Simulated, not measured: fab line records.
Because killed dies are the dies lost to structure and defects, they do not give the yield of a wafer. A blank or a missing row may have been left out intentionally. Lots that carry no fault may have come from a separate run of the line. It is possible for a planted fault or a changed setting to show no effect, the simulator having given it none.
Shared-tool check -- flow sky130 -- 39 wafers sampled across 13 lots

## WHY IT WAS OPENED
1 of 13 lots carry a flag on the reading POLY_GATE_TW at SKY_RES_PROTECT_TW_MEAS_08. Fault-free wafers read 4016, with a standard deviation of 65.
Rule: a lot gets a flag if all its wafers with a number sit over 4 standard deviations from that mean, or if no wafer of it has a number. The other lots count as sound.

lot,measured,on,"POLY_GATE_TW, wafer by wafer",flag
L968,day 16 13:06,film-metro-01,4075 4066 4088,
L969,day 16 13:42,film-metro-01,4078 4076 4076,
L971,day 16 14:15,film-metro-01,4101 4113 4101,
L970,day 16 14:15,film-metro-02,3922 3961 3938,
L972,day 16 14:54,film-metro-01,4102 4129 4104,
L977,day 18 08:14,film-metro-01,4091 4106 4113,
L979,day 18 19:48,film-metro-02,3960 3968 4004,
L978,day 18 22:42,film-metro-03,3978 3977 3982,
L982,day 19 23:20,film-metro-02,30 30 30,FLAGGED
L983,day 20 09:31,film-metro-03,4017 3988 3987,
L988,day 22 09:45,film-metro-02,3967 3958 3959,
L989,day 22 18:33,film-metro-03,3979 3998 4002,
L991,day 23 07:49,film-metro-01,4085 4082 4076,
The numbers of the flagged lots are 30 on average: -3986 against the usual, or -61 standard deviations.

## LOT BY LOT: THE TOOL USED
Before the reading, the record contains 2 process steps out of a 708-step route. Every cell lists first the tool, next ch and the chambers used by the sampled wafers, and last the start.
lot,flag,SKY_SONOS_ONO_STRIP_17,SKY_RES_PROTECT_EXPOSE_04
L968,,"plasma-asher-01 ch 0,1, day 13 00:40","iline-stepper-02 ch 0, day 15 23:23"
L969,,"plasma-asher-01 ch 0,1, day 13 19:46","iline-stepper-01 ch 0, day 15 23:44"
L971,,"plasma-asher-03 ch 0,1, day 13 18:55","iline-stepper-02 ch 0, day 16 00:05"
L970,,"plasma-asher-04 ch 0,1, day 13 18:46","iline-stepper-02 ch 0, day 15 23:59"
L972,,"plasma-asher-04 ch 0,1, day 14 02:28","iline-stepper-01 ch 0, day 16 01:13"
L977,,"plasma-asher-04 ch 0,1, day 15 16:07","iline-stepper-01 ch 0, day 17 17:47"
L979,,"plasma-asher-03 ch 0,1, day 16 04:25","iline-stepper-02 ch 0, day 18 03:48"
L978,,"plasma-asher-01 ch 0,1, day 16 05:43","iline-stepper-01 ch 0, day 18 06:53"
L982,FLAGGED,"plasma-asher-03 ch 0,1, day 17 04:49","iline-stepper-02 ch 0, day 19 07:45"
L983,,"plasma-asher-04 ch 0,1, day 17 13:08","iline-stepper-01 ch 0, day 19 18:01"
L988,,"plasma-asher-04 ch 0,1, day 19 15:22","iline-stepper-01 ch 0, day 21 18:31"
L989,,"plasma-asher-01 ch 0,1, day 19 23:40","iline-stepper-02 ch 0, day 22 02:55"
L991,,"plasma-asher-03 ch 0,1, day 20 11:44","iline-stepper-01 ch 0, day 22 17:05"
What these steps do:
- SKY_SONOS_ONO_STRIP_17: strips in O2/N2.
- SKY_RES_PROTECT_EXPOSE_04: exposes mask RPM, target cd 1270 nm.
- SKY_RES_PROTECT_TW_MEAS_08

## FLAGGED OVER TOTAL, TOOL BY TOOL (the gauges that took the reading come last)
step,tool,lots run,flagged,share of the flagged lots,sound lots run after its first flagged lot
SKY_SONOS_ONO_STRIP_17,plasma-asher-01,4,0,none,-
SKY_SONOS_ONO_STRIP_17,plasma-asher-03,4,1,all,1 (L991)
SKY_SONOS_ONO_STRIP_17,plasma-asher-04,5,0,none,-
SKY_RES_PROTECT_EXPOSE_04,iline-stepper-01,7,0,none,-
SKY_RES_PROTECT_EXPOSE_04,iline-stepper-02,6,1,all,1 (L989)
SKY_RES_PROTECT_TW_MEAS_08,film-metro-01,6,0,none,-
SKY_RES_PROTECT_TW_MEAS_08,film-metro-02,4,1,all,1 (L988)
SKY_RES_PROTECT_TW_MEAS_08,film-metro-03,3,0,none,-

## WHAT THE TABLE PERMITS
Every flagged lot was run by 3 rows of the table: plasma-asher-03 at SKY_SONOS_ONO_STRIP_17, iline-stepper-02 at SKY_RES_PROTECT_EXPOSE_04 and film-metro-02 at SKY_RES_PROTECT_TW_MEAS_08.
- plasma-asher-03 at SKY_SONOS_ONO_STRIP_17 ran 4 lots, 1 of them flagged. Sound lots ran on it after the first flagged one (L991), which a lasting fault on the whole tool wouldn't allow.
- iline-stepper-02 at SKY_RES_PROTECT_EXPOSE_04 ran 6 lots, 1 of them flagged. Sound lots ran on it after the first flagged one (L989), which a lasting fault on the whole tool wouldn't allow.
- film-metro-02 at SKY_RES_PROTECT_TW_MEAS_08 ran 4 lots, 1 of them flagged. Sound lots ran on it after the first flagged one (L988), which a lasting fault on the whole tool wouldn't allow.
Every row of the table either missed a flagged lot or ran a sound lot after the first.

## WHAT THE SIMULATOR HAD INSERTED
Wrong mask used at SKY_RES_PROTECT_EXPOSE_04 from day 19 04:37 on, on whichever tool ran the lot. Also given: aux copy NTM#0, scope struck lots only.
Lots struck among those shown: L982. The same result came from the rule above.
